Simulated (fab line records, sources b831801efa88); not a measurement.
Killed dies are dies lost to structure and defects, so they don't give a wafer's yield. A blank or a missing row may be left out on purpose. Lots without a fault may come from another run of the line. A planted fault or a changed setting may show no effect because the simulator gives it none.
Which tool did it? | flow sky130 | 7 lots, 21 wafers sampled, at 2 steps of a route of 708

WHAT THE GAUGES READ, wafer by wafer
SKY_METAL2_CD_MEAS_15: target cd 140 nm.
lot  | measured     | on        | cd_nm (nm)
L469 | day 36 11:52 | cd_sem-02 | 137.6 139.2 141.1
L471 | day 37 02:48 | cd_sem-01 | 140.4 137.3 138.1
L476 | day 38 15:49 | cd_sem-01 | 137.1 136.4 139.0
L478 | day 39 06:11 | cd_sem-01 | 140.5 140.3 140.3
L483 | day 40 17:02 | cd_sem-02 | 139.4 139.4 139.1
L487 | day 41 17:27 | cd_sem-01 | 141.6 141.6 140.2
L490 | day 42 11:19 | cd_sem-01 | 136.7 135.8 136.5

WHICH TOOL RAN EACH LOT (tool, then ch and the chambers of the sampled wafers, then the start)
lot  | SKY_METAL2_SPUTTER_02
L469 | pvd_sputter-02, day 35 07:55
L471 | pvd_sputter-02, day 36 00:44
L476 | pvd_sputter-04, day 37 13:19
L478 | pvd_sputter-04, day 38 03:37
L483 | pvd_sputter-04, day 39 16:14
L487 | pvd_sputter-04, day 40 16:06
L490 | pvd_sputter-02, day 41 11:11
- SKY_METAL2_SPUTTER_02: material AlCu, target thk 250 nm, time 13.3 s.

THE ANSWER, worked out from the rows above alone
Rule: what is usual is taken from the lots themselves. Put in order of their means at a reading, lots are off if they are a third of the lots or fewer, leave a main group of 4 or more, and stand apart from it by a gap of 3 or more times the standard deviation of the main group's means; of several such gaps the widest counts. A main group whose means are all the same, to the digits that the tables above print for the reading, isn't used. A lot without any number at a reading at which 4 lots or more have one is off too. The other lots that the step has rows for count as sound.
No lot is off at any reading shown: from this, nothing can be told.

WHAT THE SIMULATOR HAD PUT IN
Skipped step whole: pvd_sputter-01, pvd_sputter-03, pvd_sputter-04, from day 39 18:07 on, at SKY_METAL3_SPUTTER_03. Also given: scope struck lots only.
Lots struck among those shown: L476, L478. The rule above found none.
